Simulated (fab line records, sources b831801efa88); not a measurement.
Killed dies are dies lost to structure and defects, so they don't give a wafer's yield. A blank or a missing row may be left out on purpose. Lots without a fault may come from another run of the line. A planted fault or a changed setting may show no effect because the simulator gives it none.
Split-lot experiment | flow gf180mcu | 5 lots, 23 wafers read, on a route of 602 steps

THE SPLIT
At GF_HV_LDD_IMPLANT_35, the setting dose_cm2 was moved away from the recipe's 7.5e+12 on 12 of the 23 wafers read, by -15.6% to +14.5%. The other wafers ran this setting at the recipe's value.

FROM THE SPLIT TO THE READING: what the file shows between them, 7 steps
- GF_HV_LDD_IMPLANT_36
- GF_HV_LDD_STRIP_37: strips in O2/N2
- GF_HV_LDD_TW_MEAS_38
- GF_HV_LDD_IMPLANT_48 (also split here: energy_kev)
- GF_HV_LDD_STRIP_49: strips in O2/N2
- GF_HV_LDD_CLEAN_51: cleans in SC1/SC2, time 150 s
- GF_HV_LDD_RTA_52: time 10 s

THE READING
HV_LDD_RS, in ohm/sq, at GF_HV_LDD_RS_MEAS_53 (measures by four-point-probe). Fault-free wafers of this fab line usually give 427.0 ohm/sq, standard deviation 0.89 ohm/sq.

wafer  | tool, chamber at the split | dose_cm2 as run | against the recipe | HV_LDD_RS, ohm/sq | against lot-mates on the recipe
L074.2 | implanter-02, 0            | 7.5e+12         | recipe             | 428.7             | -
L074.4 | implanter-02, 0            | 7.5e+12         | recipe             | 428.6             | -
L074.6 | implanter-02, 0            | 7.5e+12         | recipe             | 427.7             | -
L076.1 | implanter-01, 0            | 8.585e+12       | +14.5%             | 422.4             | -3.1
L076.2 | implanter-01, 0            | 7.5e+12         | recipe             | 425.9             | -
L076.3 | implanter-01, 0            | 8.585e+12       | +14.5%             | 422.1             | -3.4
L076.5 | implanter-01, 0            | 8.585e+12       | +14.5%             | 423.3             | -2.2
L076.6 | implanter-01, 0            | 7.5e+12         | recipe             | 425.1             | -
L077.1 | implanter-01, 0            | 6.327e+12       | -15.6%             | 431.0             | +3.8
L077.3 | implanter-01, 0            | 7.5e+12         | recipe             | 427.3             | -
L077.4 | implanter-01, 0            | 6.327e+12       | -15.6%             | 431.4             | +4.1
L077.5 | implanter-01, 0            | 6.327e+12       | -15.6%             | 431.1             | +3.9
L077.6 | implanter-01, 0            | 7.5e+12         | recipe             | 427.2             | -
L081.2 | implanter-01, 0            | 7.5e+12         | recipe             | 427.7             | -
L081.3 | implanter-01, 0            | 6.498e+12       | -13.4%             | 429.8             | +2.2
L081.4 | implanter-01, 0            | 7.5e+12         | recipe             | 427.6             | -
L081.5 | implanter-01, 0            | 6.498e+12       | -13.4%             | 428.9             | +1.2
L081.6 | implanter-01, 0            | 6.498e+12       | -13.4%             | 429.7             | +2.1
L084.1 | implanter-01, 0            | 7.5e+12         | recipe             | 425.8             | -
L084.2 | implanter-01, 0            | 6.858e+12       | -8.6%              | 427.6             | +1.6
L084.3 | implanter-01, 0            | 6.858e+12       | -8.6%              | 428.3             | +2.3
L084.4 | implanter-01, 0            | 7.5e+12         | recipe             | 426.2             | -
L084.5 | implanter-01, 0            | 6.858e+12       | -8.6%              | 428.9             | +2.9

THE FIT
A straight line over all 23 wafers: HV_LDD_RS changes by -0.254 ohm/sq for each +1% of dose_cm2; r = -0.92; the points scatter about the line by 1 ohm/sq.
The same after taking each lot's own level away (the mean of its wafers on the recipe; 23 wafers): -0.207 ohm/sq for each +1%; r = -0.95; scatter 0.62 ohm/sq.
On that fit, the largest move of dose_cm2 shifts the reading by 3.2 ohm/sq.
The lots' own levels span 425.50 to 428.33 ohm/sq, that is 3.2 times the standard deviation above.
So the lot-to-lot level changes the slope: the two fits differ.
Check: with one of the wafers moved furthest among these (-15.6%) left out of the fit, the line predicts +3.21 ohm/sq for it against its lot-mates. It came out at +3.75 ohm/sq against them.

OTHER SPLITS ON THESE WAFERS
These wafers also went through other splits before the reading. Each is held against what the fit with the lots' levels taken away leaves over:
other split on the same wafers      | wafers away from the commonest value | r with HV_LDD_RS (lot level and that fit taken away)
GF_POLY_GATE_PEB_08 peb_temp_c      | 7                                    | -0.14
GF_HV_LDD_DEVELOP_06 develop_time_s | 10                                   | +0.05
GF_HV_LDD_DEVELOP_18 dev_temp_c     | 5                                    | +0.16
GF_HV_LDD_DEVELOP_30 dev_temp_c     | 11                                   | -0.34
GF_HV_LDD_IMPLANT_48 energy_kev     | 9                                    | -0.22

THE WHOLE CHAIN: every reading that the file lists as answering this split, in the file's order
step                 | what it does                 | reading     | change (the file's fit)            | r (the file's)
GF_HV_LDD_TW_MEAS_38 |                              | HV_LDD_3_TW | +1.19 for each +1% of the setting  | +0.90
GF_HV_LDD_RS_MEAS_53 | measures by four-point-probe | HV_LDD_RS   | -0.208 for each +1% of the setting | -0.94

THE FILE'S OWN FIT
HV_LDD_RS changes by -0.208 ohm/sq for each +1% of dose_cm2, r = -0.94.
